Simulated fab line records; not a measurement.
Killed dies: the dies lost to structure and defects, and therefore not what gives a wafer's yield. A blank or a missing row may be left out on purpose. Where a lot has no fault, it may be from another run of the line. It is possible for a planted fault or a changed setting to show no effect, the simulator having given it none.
fab line records	flow sky130
[record] lots = 6	wafers = 16	lastDay = 50
route steps=708 shown VIA1@475 METAL2@483 PAD_OPEN@708
lots with no fault: from the same line, run without faults
startH: hours from the record's opening day to when the first of the lot's shown wafers began	waitH: hours since the lot's step before	" repeats the value in the row above	L1.1+2: one row covering several wafers at once	- no value, or no start given	* or withheld: withheld	< > ~ a bound
route shown NAME@n: NAME is a module with steps in the file, n the number in the route of the first one	usual: mean/standard deviation of fault-free wafers	same: alike in all rows	chamber/n: place in a boat	sites: readings site by site	_std_site: standard deviation across them	_edge_site: inner sites' mean taken away from outer sites' mean	radiusMm: for every site, how far away it sits from the centre of the wafer	mask NAME#n: copy n	behind: the tool/chamber that last shaped the wafer	hold: cause of the lot's hold/its duration in hours/its outcome	device: which transistor (n, p or np) failed to switch	end of line: the tests these same wafers got at the end of their route	a step with no rows: only its recipe	killed: dies lost to structure and defects at the first sort, not the wafer's yield	map: a wafer's dies, marking killed ones x, the rest . and places with no die _
set.NAME: setting as actually run; set.NAME@STEP: the setting as run at that earlier step	model.NAME: the simulator's own value behind a step, which no gauge read
lots seen at some steps along the route; tables by step, rows by wafer
services: from which hour (startH, from the record's first day; less than 0 if before it) a tool's chamber was out of use, for how many hours, and why
[[steps]]
[step SKY_VIA1_STRIP_17]
[recipe] chemistry = postEtchResidueRemover	timeS = 1200	tempC = 72.5
[step SKY_VIA1_CLEAN_18]
[recipe] chemistry = IPA	timeS = 180	tempC = 25
[step SKY_VIA1_CLEAN_19]
[recipe] chemistry = O3/DIW	dry = n2Spin
[step SKY_VIA1_SPUTTER_20]
[recipe] material = TiN	targetThkNm = 20	chamberPressurePa = 5	powerW = 4000	timeS = 80
[usual] throttleValvePct = 29.5/0.78
lot.wafer	tool	chamber	startH	waitH	throttleValvePct
L476.2	pvdSputter-04	-	789.29	0.0	28.5
L476.4	"	-	"	"	28.3
L476.6	"	-	"	"	29.8
L479.3	pvdSputter-04	-	814.30	0.0	31.7
L479.4	"	-	"	"	29.9
L479.6	"	-	"	"	29.9
L486.1	pvdSputter-04	-	892.62	0.0	30.0
L486.3	"	-	"	"	29.7
L487.1	pvdSputter-04	-	902.21	0.0	28.4
L487.2	"	-	"	"	31.2
L494.2	pvdSputter-02	-	945.27	0.0	28.4
L494.4	"	-	"	"	29.1
L494.5	"	-	"	"	29.6
L497.2	pvdSputter-03	-	953.49	0.0	29.8
L497.4	"	-	"	"	29.7
L497.6	"	-	"	"	30.4
[step SKY_VIA1_CVD_21]
[recipe] material = W	targetThkNm = 270	timeS = 80.902	tempC = 400	pressureTorr = 40
[step SKY_VIA1_RS_MEAS_22]
[recipe] thkMeasGauge = four-point-probe	reads = W_of_VIA1_CVD_21+TiN_of_VIA1_SPUTTER_20
[usual] VIA1_W_RS = 0.425/0.0045
lot.wafer	tool	chamber	startH	waitH	VIA1_W_RS[ohm/sq]
L476.2	filmMetro-02	-	789.56	0.1	0.424
L476.4	"	-	"	"	0.428
L476.6	"	-	"	"	0.426
L479.3	filmMetro-02	-	814.49	0.1	0.432
L479.4	"	-	"	"	0.430
L479.6	"	-	"	"	0.428
L486.1	filmMetro-04	-	892.77	0.1	0.428
L486.3	"	-	"	"	0.423
L487.1	filmMetro-04	-	902.36	0.1	0.431
L487.2	"	-	"	"	0.421
L494.2	filmMetro-02	-	945.44	0.1	0.430
L494.4	"	-	"	"	0.428
L494.5	"	-	"	"	0.432
L497.2	filmMetro-03	-	953.66	0.1	0.429
L497.4	"	-	"	"	0.423
L497.6	"	-	"	"	0.422
[step SKY_VIA1_THK_MEAS_23]
[recipe] thkMeasGauge = xrf	reads = W_of_VIA1_CVD_21
[usual] VIA1_W_THK = 278/3.2
lot.wafer	tool	chamber	startH	waitH	VIA1_W_THK[nm]
L476.2	filmMetro-02	-	789.67	0.1	281
L476.4	"	-	"	"	278
L476.6	"	-	"	"	280
L479.3	filmMetro-02	-	814.59	0.1	278
L479.4	"	-	"	"	277
L479.6	"	-	"	"	278
L486.1	filmMetro-04	-	892.89	0.1	277
L486.3	"	-	"	"	279
L487.1	filmMetro-04	-	902.48	0.1	274
L487.2	"	-	"	"	282
L494.2	filmMetro-02	-	945.55	0.1	276
L494.4	"	-	"	"	278
L494.5	"	-	"	"	273
L497.2	filmMetro-03	-	953.77	0.1	269
L497.4	"	-	"	"	274
L497.6	"	-	"	"	275
[step SKY_VIA1_CMP_24]
[recipe] stopOn = SiO2	tOverpolishS = 15	downForcePsi = 3.5	platenRpm = 60	targetThkNm = 0	padVelocityMS = 0.94248
[step SKY_METAL2_SPUTTER_00]
[recipe] material = Ti	targetThkNm = 15	powerW = 3000	timeS = 10	chamberPressurePa = 0.4
[step SKY_METAL2_SPUTTER_01]
[recipe] material = TiN	targetThkNm = 20	powerW = 6500	timeS = 16.7	chamberPressurePa = 0.4
[usual] throttleValvePct = 29.6/0.77
lot.wafer	tool	chamber	startH	waitH	throttleValvePct
L476.2	pvdSputter-03	-	790.04	0.0	28.9
L476.4	"	-	"	"	29.9
L476.6	"	-	"	"	30.1
L479.3	pvdSputter-03	-	814.95	0.0	29.0
L479.4	"	-	"	"	29.6
L479.6	"	-	"	"	30.0
L486.1	pvdSputter-03	-	893.27	0.0	29.8
L486.3	"	-	"	"	30.4
L487.1	pvdSputter-03	-	902.86	0.0	29.9
L487.2	"	-	"	"	28.9
L494.2	pvdSputter-01	-	945.92	0.0	29.0
L494.4	"	-	"	"	30.5
L494.5	"	-	"	"	28.7
L497.2	pvdSputter-01	-	955.26	0.0	30.9
L497.4	"	-	"	"	29.0
L497.6	"	-	"	"	30.8
[step SKY_METAL2_SPUTTER_02]
[recipe] material = AlCu	targetThkNm = 250	powerW = 10600	timeS = 13.3	chamberPressurePa = 0.4
[step SKY_METAL2_SPUTTER_03]
[recipe] material = Ti	targetThkNm = 5	powerW = 3000	timeS = 3.3	chamberPressurePa = 0.4
[usual] throttleValvePct = 29.6/0.77
lot.wafer	tool	chamber	startH	waitH	throttleValvePct
L476.2	pvdSputter-03	-	790.09	0.0	29.0
L476.4	"	-	"	"	29.6
L476.6	"	-	"	"	29.8
L479.3	pvdSputter-03	-	815.00	0.0	28.7
L479.4	"	-	"	"	29.3
L479.6	"	-	"	"	30.1
L486.1	pvdSputter-03	-	893.32	0.0	29.3
L486.3	"	-	"	"	30.2
L487.1	pvdSputter-03	-	902.91	0.0	29.8
L487.2	"	-	"	"	28.9
L494.2	pvdSputter-01	-	945.97	0.0	29.2
L494.4	"	-	"	"	30.6
L494.5	"	-	"	"	28.8
L497.2	pvdSputter-01	-	955.31	0.0	30.7
L497.4	"	-	"	"	29.1
L497.6	"	-	"	"	30.6
[step SKY_METAL2_SPUTTER_04]
[recipe] material = TiN	targetThkNm = 70	powerW = 6500	timeS = 58.3	chamberPressurePa = 0.4
[usual] throttleValvePct = 29.6/0.77
lot.wafer	tool	chamber	startH	waitH	throttleValvePct	model.TiN_of_METAL2_SPUTTER_04.thkNm
L476.2	pvdSputter-03	-	790.11	0.0	28.8	70.66
L476.4	"	-	"	"	30.0	71.03
L476.6	"	-	"	"	30.0	70.97
L479.3	pvdSputter-03	-	815.02	0.0	28.8	69.54
L479.4	"	-	"	"	29.5	69.65
L479.6	"	-	"	"	29.9	69.68
L486.1	pvdSputter-03	-	893.34	0.0	29.6	62.21
L486.3	"	-	"	"	30.2	62.27
L487.1	pvdSputter-03	-	902.93	0.0	29.6	62.16
L487.2	"	-	"	"	28.9	69.84
L494.2	pvdSputter-01	-	945.99	0.0	29.0	69.85
L494.4	"	-	"	"	30.9	69.32
L494.5	"	-	"	"	28.6	69.52
L497.2	pvdSputter-01	-	955.32	0.0	30.6	69.25
L497.4	"	-	"	"	29.0	70.44
L497.6	"	-	"	"	30.6	69.73
[step SKY_METAL2_RS_MEAS_05]
[recipe] thkMeasGauge = four-point-probe	reads = TiN_of_METAL2_SPUTTER_04+Ti_of_METAL2_SPUTTER_03+AlCu_of_METAL2_SPUTTER_02+TiN_of_METAL2_SPUTTER_01+Ti_of_METAL2_SPUTTER_00
[usual] METAL2_ALCU_RS = 0.1263/0.0015
lot.wafer	tool	chamber	startH	waitH	METAL2_ALCU_RS[ohm/sq]
L476.2	filmMetro-04	-	790.17	0.0	0.1281
L476.4	"	-	"	"	0.1278
L476.6	"	-	"	"	0.1272
L479.3	filmMetro-04	-	815.11	0.1	0.1288
L479.4	"	-	"	"	0.1270
L479.6	"	-	"	"	0.1278
L486.1	filmMetro-04	-	893.39	0.0	0.1258
L486.3	"	-	"	"	0.1266
L487.1	filmMetro-03	-	902.98	0.0	0.1250
L487.2	"	-	"	"	0.1255
L494.2	filmMetro-03	-	946.06	0.0	0.1271
L494.4	"	-	"	"	0.1271
L494.5	"	-	"	"	0.1270
L497.2	filmMetro-01	-	955.39	0.0	0.1273
L497.4	"	-	"	"	0.1266
L497.6	"	-	"	"	0.1264
[step SKY_METAL2_THK_MEAS_06]
[recipe] thkMeasGauge = xrf	reads = AlCu_of_METAL2_SPUTTER_02
[usual] METAL2_ALCU_THK = 249.1/3
lot.wafer	tool	chamber	startH	waitH	METAL2_ALCU_THK[nm]
L476.2	filmMetro-04	-	790.28	0.1	245.5
L476.4	"	-	"	"	244.5
L476.6	"	-	"	"	246.5
L479.3	filmMetro-04	-	815.21	0.1	245.0
L479.4	"	-	"	"	248.8
L479.6	"	-	"	"	246.1
L486.1	filmMetro-04	-	893.51	0.1	251.9
L486.3	"	-	"	"	250.6
L487.1	filmMetro-03	-	903.10	0.1	256.0
L487.2	"	-	"	"	251.5
L494.2	filmMetro-03	-	946.17	0.1	248.2
L494.4	"	-	"	"	246.7
L494.5	"	-	"	"	249.2
L497.2	filmMetro-01	-	955.50	0.1	247.0
L497.4	"	-	"	"	247.2
L497.6	"	-	"	"	246.6
[step SKY_METAL2_DEHYDRATE_07]
[recipe] tempC = 200	timeS = 60
[step SKY_METAL2_HMDS_08]
[recipe] primeTimeS = 60	primeTempC = 120
[step SKY_METAL2_COAT_09]
[recipe] resist = BARC	tempC = withheld	timeS = withheld	spinRpm = 3000	resistThkNm = 60
[step SKY_METAL2_COAT_10]
[recipe] resist = KrF-thick	spinRpm = 3000	resistThkNm = 450
[step SKY_METAL2_SOFTBAKE_11]
[recipe] tempC = 100	timeS = 90	resist = KrF-thick
[step SKY_METAL2_EXPOSE_12]
[recipe] maskId = MM2	na = 0.8	sourceShape = annular	sigmaInner = 0.55	sigmaOuter = 0.85	targetCdNm = 140	doseMj = 28
[step SKY_METAL2_PEB_13]
[recipe] pebTempC = withheld	pebTimeS = withheld	resist = KrF-thick
[step SKY_METAL2_DEVELOP_14]
[recipe] developTimeS = 60	resist = KrF-thick	devTempC = 21
[step SKY_METAL2_CD_MEAS_15]
[recipe] targetCdNm = 140
[usual] cdNm = 139.6/1.2
lot.wafer	tool	chamber	startH	waitH	cdNm
L476.2	cdSem-01	-	816.03	-	140.7
L476.4	"	-	"	"	143.0
L476.6	"	-	"	"	141.8
L479.3	cdSem-01	-	841.19	-	138.2
L479.4	"	-	"	"	138.3
L479.6	"	-	"	"	139.0
L486.1	cdSem-01	-	918.31	-	141.2
L486.3	"	-	"	"	140.8
L487.1	cdSem-02	-	927.92	-	139.9
L487.2	"	-	"	"	138.2
L494.2	cdSem-02	-	969.88	-	141.3
L494.4	"	-	"	"	140.8
L494.5	"	-	"	"	140.7
L497.2	cdSem-02	-	978.23	-	140.7
L497.4	"	-	"	"	141.2
L497.6	"	-	"	"	141.8
[step SKY_METAL2_OVL_MEAS_16]
[usual] METAL2_OVL = -1/5.5
lot.wafer	tool	chamber	startH	waitH	METAL2_OVL[nm]
L476.2	overlay-02	-	816.13	0.1	-4
L476.4	"	-	"	"	-5
L476.6	"	-	"	"	-8
L479.3	overlay-01	-	841.28	0.1	-7
L479.4	"	-	"	"	-9
L479.6	"	-	"	"	-2
L486.1	overlay-02	-	918.43	0.1	-6
L486.3	"	-	"	"	0
L487.1	overlay-01	-	928.04	0.1	-7
L487.2	"	-	"	"	-8
L494.2	overlay-02	-	969.98	0.1	8
L494.4	"	-	"	"	3
L494.5	"	-	"	"	11
L497.2	overlay-01	-	978.33	0.1	0
L497.4	"	-	"	"	5
L497.6	"	-	"	"	6
[step SKY_METAL2_DESCUM_17]
[recipe] chemistry = O2	sourcePowerW = 150	biasPowerW = 0	pressureMtorr = 10	tempC = 40	timeS = 8
[step SKY_METAL2_ETCH_18]
[recipe] chemistry = N2/H2	target = BARC	ionEnergyEv = 200	biasW = 100	pressureMtorr = 30	n2FlowSccm = 100	h2FlowSccm = 200	icpW = 500	stopOn = SiO2	timeS = 45.9	targetDepthA = 600
[usual] drypumpMotorCurrentA = 5.6/0.52	h2FlowSccm = 200.0/0.69	oesProductAu = 0.854/0.0049	throttleValvePct = 13.224/0.0086
lot.wafer	tool	chamber	startH	waitH	drypumpMotorCurrentA	h2FlowSccm	oesProductAu	rfHoursCounterH	throttleValvePct
L476.2	rieMetal-01	1	816.25	0.1	5.5	199.7	0.848	-	13.236
L476.4	"	1	"	"	5.5	199.4	0.851	-	13.220
L476.6	"	1	"	"	5.5	199.1	0.850	-	13.235
L479.3	rieMetal-01	0	841.36	0.0	6.4	199.7	0.857	-	13.224
L479.4	"	1	"	"	5.5	198.8	0.858	-	13.216
L479.6	"	0	"	"	6.4	199.3	0.847	-	13.231
L486.1	rieMetal-04	0	918.49	0.0	5.8	199.6	0.853	12	13.226
L486.3	"	0	"	"	5.8	200.2	0.846	-	13.219
L487.1	rieMetal-02	0	928.11	0.0	4.7	200.5	0.855	9	13.221
L487.2	"	1	"	"	5.5	199.4	0.863	6	13.219
L494.2	rieMetal-04	1	970.04	0.0	6.1	199.1	0.852	15	13.214
L494.4	"	1	"	"	6.1	199.4	0.860	-	13.239
L494.5	"	1	"	"	6.1	198.5	0.859	-	13.216
L497.2	rieMetal-04	1	978.39	0.0	6.1	200.2	0.856	16	13.219
L497.4	"	0	"	"	5.8	200.2	0.853	-	13.223
L497.6	"	1	"	"	6.1	199.8	0.850	-	13.234
[step SKY_METAL2_METAL_ETCH_19]
[recipe] targetDepthA = 3600	stopOn = SiO2	overEtchFrac = 0.3	timeS = 78	chemistry = Cl2/BCl3	resistSidewallDeg = 88	pressureMtorr = 10	icpW = 900	biasW = 48.5	Cl2_flow_sccm = 60	bcl3FlowSccm = 30
[step SKY_METAL2_STRIP_20]
[recipe] chemistry = O2/N2	powerW = 1400	pressureMtorr = 1500	platenTempC = withheld	o2FlowSccm = 3000	n2FlowSccm = 300	overashFraction = 0.5
[usual] drypumpMotorCurrentA = 5.7/0.45	oesProductAu = 0.342/0.0057	stripTimeToEndpointS = 2.69/0.042
lot.wafer	tool	chamber	startH	waitH	drypumpMotorCurrentA	oesProductAu	rfHoursCounterH	stripTimeToEndpointS
L476.2	plasmaAsher-02	0	816.53	0.1	5.7	0.342	40	2.71
L476.4	"	0	"	"	5.7	0.338	-	2.73
L476.6	"	0	"	"	5.7	0.335	-	2.71
L479.3	plasmaAsher-04	0	841.52	0.1	5.9	0.336	-	2.73
L479.4	"	1	"	"	5.8	0.346	-	2.76
L479.6	"	1	"	"	5.8	0.350	-	2.69
L486.1	plasmaAsher-02	1	918.65	0.1	4.7	0.332	50	2.63
L486.3	"	1	"	"	4.7	0.339	-	2.65
L487.1	plasmaAsher-03	1	928.26	0.1	5.9	0.341	102	2.71
L487.2	"	0	"	"	6.2	0.345	102	2.68
L494.2	plasmaAsher-03	0	970.20	0.1	6.2	0.334	107	2.66
L494.4	"	1	"	"	5.9	0.334	-	2.64
L494.5	"	0	"	"	6.2	0.338	-	2.64
L497.2	plasmaAsher-03	1	978.55	0.1	5.9	0.346	108	2.65
L497.4	"	1	"	"	5.8	0.331	-	2.66
L497.6	"	0	"	"	6.2	0.345	-	2.62
[step SKY_METAL2_STRIP_21]
[recipe] chemistry = postEtchResidueRemover	timeS = 1200	tempC = 72.5
lot.wafer	tool	chamber	startH	waitH	model.TiN_of_METAL2_SPUTTER_04.thkNm
L476.2	wetBench-04	2	816.63	0.1	70.23
L476.4	"	2	"	"	70.6
L476.6	"	2	"	"	70.55
L479.3	wetBench-01	2	841.59	0.0	69.12
L479.4	"	2	"	"	69.23
L479.6	"	2	"	"	69.26
L486.1	wetBench-01	3	918.75	0.1	61.79
L486.3	"	3	"	"	61.84
L487.1	wetBench-04	3	928.36	0.1	61.75
L487.2	"	3	"	"	69.43
L494.2	wetBench-03	2	970.30	0.1	69.43
L494.4	"	2	"	"	68.9
L494.5	"	2	"	"	69.1
L497.2	wetBench-04	1	978.65	0.1	68.83
L497.4	"	1	"	"	70.02
L497.6	"	1	"	"	69.31
[step SKY_METAL2_CLEAN_22]
[recipe] chemistry = IPA	timeS = 180	tempC = 25
[step SKY_PAD_OPEN_PROBE_99]
[usual] defectLimitedYield = 82.4/1.8	killed_at_M0_to_M3 = 43/7.8	killed_at_M4_up = 3.2/1.7	killedAtContacts = 24/5.2	killedAtFrontEnd = 15/4.5	killedAtOther = 0.4/0.65	killedDies = 87/9.1	killedOpen = 47/7.3	killedShort = 40/6.5	sort_bin_3_pad_short = 0.9/0.46	sort_bin_5_function = 10.4/1.5	sort_bin_6_memory = 6.3/1	sortNPass = 405/9.1	sortYieldPct = 82.4/1.8
[same] grossDies = 492	killedAtBackSide = 0	sort_bin_4_leakage[%] = 0	sort_bin_8_speed[%] = 0
lot.wafer	tool	chamber	startH	waitH	defectLimitedYield[%]	killed_at_M0_to_M3	killed_at_M4_up	killedAtContacts	killedAtFrontEnd	killedAtOther	killedDies	killedOpen	killedShort	sort_bin_3_pad_short[%]	sort_bin_5_function[%]	sort_bin_6_memory[%]	sortNPass	sortYieldPct[%]
L486.1	prober-02	-	1151.58	0.1	83.9	54	3	11	11	0	79	38	41	0.4	10.2	5.5	413	83.9
L486.3	prober-02	-	1151.68	0.2	82.9	29	6	33	16	0	84	46	38	0.4	10.6	6.1	408	82.9
L494.2	prober-02	-	1187.34	0.1	82.5	42	4	26	14	0	86	55	31	0.8	10.2	6.5	406	82.5
L494.4	prober-02	-	1187.44	0.2	83.1	47	7	19	10	0	83	48	35	1.0	9.1	6.7	409	83.1
L494.5	prober-02	-	1187.49	0.2	81.7	48	5	24	13	0	90	50	40	1.6	10.4	6.3	402	81.7
// killed by level:class
L486.1 VIA1:geometricParticle:open=12 VIA1:geometricParticle:short=10 VIA3:geometricParticle:open=9 VIA2:geometricParticle:open=7 LOCAL_INTERCONNECT:geometricParticle:short=6 METAL2:geometricParticle:short=4 METAL3:geometricParticle:short=4 FIELD_ISO:geometricParticle:short=3
L486.3 LI_CONTACT:geometricParticle:open=11 VIA1:geometricParticle:open=7 LOCAL_INTERCONNECT:geometricParticle:short=6 CONTACT:geometricParticle:open=6 VIA2:geometricParticle:open=6 METAL4:geometricParticle:short=5 FIELD_ISO:geometricParticle:open=4 FIELD_ISO:geometricParticle:short=4
L494.2 VIA1:geometricParticle:open=14 VIA2:geometricParticle:open=10 CONTACT:geometricParticle:open=8 FIELD_ISO:geometricParticle:open=5 LI_CONTACT:geometricParticle:open=5 LOCAL_INTERCONNECT:geometricParticle:short=5 VIA3:geometricParticle:open=5 CONTACT:geometricParticle:short=4
L494.4 VIA3:geometricParticle:open=10 CONTACT:geometricParticle:open=8 VIA1:geometricParticle:open=8 VIA2:geometricParticle:open=8 METAL4:geometricParticle:short=7 METAL2:geometricParticle:short=7 VIA1:geometricParticle:short=5 LI_CONTACT:geometricParticle:open=4
L494.5 CONTACT:geometricParticle:open=11 VIA1:geometricParticle:open=11 METAL1:geometricParticle:short=7 VIA3:geometricParticle:open=7 METAL2:geometricParticle:short=6 VIA2:geometricParticle:open=6 VIA3:geometricParticle:short=5 FIELD_ISO:geometricParticle:open=4
[[services]]
tool	chamber	startH	hours	kind
plasmaAsher-04	-	771.67	2.8	pm
rieMetal-04	-	773.97	2.8	pm
rieMetal-01	-	774.12	0.2	repair
wetBench-01	-	789.33	2.4	repair
pvdSputter-04	-	789.37	1.3	repair
rieMetal-04	-	791.40	1.5	repair
plasmaAsher-02	-	799.19	0.6	repair
rieMetal-01	-	807.82	0.4	repair
rieMetal-01	-	810.12	4.3	pm
pvdSputter-02	-	815.49	1.7	repair
rieMetal-01	1	816.83	2.0	repair
pvdSputter-03	-	841.88	4.9	repair
rieMetal-02	-	848.78	4.3	pm
pvdSputter-01	-	867.85	1.5	repair
rieMetal-02	0	875.06	5.7	repair
pvdSputter-01	-	883.75	1.2	repair
plasmaAsher-02	-	903.23	1.2	repair
pvdSputter-04	-	907.88	53.0	repair
pvdSputter-02	-	920.56	5.9	repair
rieMetal-01	-	926.48	0.4	repair
rieMetal-02	0	934.01	14.7	repair
wetBench-01	-	945.22	1.9	repair
plasmaAsher-02	-	958.05	17.6	repair
pvdSputter-04	-	976.82	2.6	repair
[[key]]
firstSign none at tools or gauges
[modelEffect] step = SKY_METAL2_SPUTTER_04	value = TiN_of_METAL2_SPUTTER_04.thkNm	without = 70.24	struck = 62.21
[modelEffect] step = SKY_METAL2_STRIP_21	value = TiN_of_METAL2_SPUTTER_04.thkNm	without = 69.81	struck = 61.79
metAt SKY_METAL2_SPUTTER_04
struckWafers L486.1,L486.3,L487.1
onsetBetween 815.02 893.34
[fault] kind = processParameterDrift	tool = pvdSputter-03	chamber = -	onsetH = 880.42	steps = SKY_METAL2_SPUTTER_04	channel = timeS	offset = *	shape = step	endH = 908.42	scope = struckWafersOnly	actsIn = *	stated = *
